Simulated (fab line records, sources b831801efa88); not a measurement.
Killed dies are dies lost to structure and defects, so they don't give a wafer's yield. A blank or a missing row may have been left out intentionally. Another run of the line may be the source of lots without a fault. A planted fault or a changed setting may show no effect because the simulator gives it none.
Split-lot study | flow sky130 | 23 wafers read across 5 lots, on a route 708 steps long

## ABOUT THE SPLIT
At SKY_VT_ADJUST_PCH_IMPLANT_08, the setting energy-kev was moved away from the recipe's 10 on 10 of the 23 wafers read, by -5.8% to +3.5%. The other wafers ran this setting at the recipe's value.

The split's own step is where the reading is taken.

## THE READING
The simulator's own value implant.drp-nm, read by no gauge, in nm at SKY_VT_ADJUST_PCH_IMPLANT_08. There is no usual value for it anywhere in the file.

wafer  | tool, chamber at the split | energy-kev as run | against the recipe | implant.drp-nm, nm | against lot-mates on the recipe
L076.1 | implanter-01, 0            | 10                | recipe             | 17.11              | -
L076.3 | implanter-01, 0            | 10                | recipe             | 17.11              | -
L076.6 | implanter-01, 0            | 10                | recipe             | 17.11              | -
L076.4 | implanter-01, 0            | 10.35             | +3.5%              | 17.53              | +0.42
L076.5 | implanter-01, 0            | 10.35             | +3.5%              | 17.53              | +0.42
L077.1 | implanter-01, 0            | 9.421             | -5.8%              | 16.42              | -0.69
L077.3 | implanter-01, 0            | 9.421             | -5.8%              | 16.42              | -0.69
L077.5 | implanter-01, 0            | 9.421             | -5.8%              | 16.42              | -0.69
L077.2 | implanter-01, 0            | 10                | recipe             | 17.11              | -
L077.4 | implanter-01, 0            | 10                | recipe             | 17.11              | -
L079.1 | implanter-01, 0            | 10.2              | +2.0%              | 17.35              | +0.24
L079.5 | implanter-01, 0            | 10.2              | +2.0%              | 17.35              | +0.24
L079.2 | implanter-01, 0            | 10                | recipe             | 17.11              | -
L079.3 | implanter-01, 0            | 10                | recipe             | 17.11              | -
L079.6 | implanter-01, 0            | 10                | recipe             | 17.11              | -
L081.1 | implanter-03, 0            | 10                | recipe             | 17.11              | -
L081.2 | implanter-03, 0            | 10                | recipe             | 17.11              | -
L081.5 | implanter-03, 0            | 10                | recipe             | 17.11              | -
L084.2 | implanter-01, 0            | 10.18             | +1.8%              | 17.33              | +0.22
L084.3 | implanter-01, 0            | 10.18             | +1.8%              | 17.33              | +0.22
L084.5 | implanter-01, 0            | 10.18             | +1.8%              | 17.33              | +0.22
L084.4 | implanter-01, 0            | 10                | recipe             | 17.11              | -
L084.6 | implanter-01, 0            | 10                | recipe             | 17.11              | -

FIT RESULTS
A straight line over all 23 wafers: implant.drp-nm changes by +0.12 nm for each +1% of energy-kev; r = +1.00; the points scatter about the line by 0.0017 nm.
The same after taking each lot's own level away (the mean of its wafers on the recipe; 23 wafers): +0.12 nm for each +1%; r = +1.00; scatter 0.0017 nm.
On that fit, the largest move of energy-kev shifts the reading by 0.69 nm.
The lots' own levels span 17.110 to 17.110 nm.
The two slopes agree, so the slope changes little with the lot-to-lot level.
Check: for one of the wafers moved furthest among these (-5.8%), held out of the fit, the line's prediction against its lot-mates is -0.692 nm. Against them it came out at -0.69 nm.

## OTHER SPLITS APPLIED TO THESE WAFERS
Note: prior to the reading, these wafers also went through further splits. Each is held against what the fit with the lots' levels taken away leaves over:
other split on the same wafers                | wafers away from the commonest value | r with implant.drp-nm (lot level and that fit taken away)
SKY_FIELD_ISO_OXIDATION_01 ox-time-s          | 15                                   | +0.10
SKY_FIELD_ISO_STRIP_16 power-w                | 8                                    | -0.41
SKY_FIELD_ISO_OXIDATION_22 ox-time-s          | 10                                   | -0.45
SKY_DNWELL_COAT_02 resist-thk-nm              | 9                                    | +0.09
SKY_NWELL_IMPLANT_13 energy-kev               | 6                                    | +0.19
SKY_NWELL_SOFTBAKE_19 temp-c                  | 12                                   | -0.66
SKY_NWELL_IMPLANT_24 energy-kev               | 8                                    | -0.14
SKY_VT_ADJUST_NCORE_COAT_02 spin-rpm          | 9                                    | -0.48
SKY_VT_ADJUST_NCORE_DEVELOP_06 develop-time-s | 11                                   | +0.05
SKY_VT_ADJUST_HVTR_DEVELOP_06 develop-time-s  | 9                                    | -0.27

## THE WHOLE CHAIN: every reading that the file lists as answering this split, in the file's order
step                         | what it does | reading                                                         | change (the file's fit)               | r (the file's)
SKY_VT_ADJUST_PCH_IMPLANT_08 |              | implant.rp-nm (the simulator's own value, which no gauge read)  | +0.292 nm for each +1% of the setting | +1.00
SKY_VT_ADJUST_PCH_IMPLANT_08 |              | implant.drp-nm (the simulator's own value, which no gauge read) | +0.12 nm for each +1% of the setting  | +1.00

## FILE'S OWN FIT
implant.drp-nm changes by +0.12 nm for each +1% of energy-kev, r = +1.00.
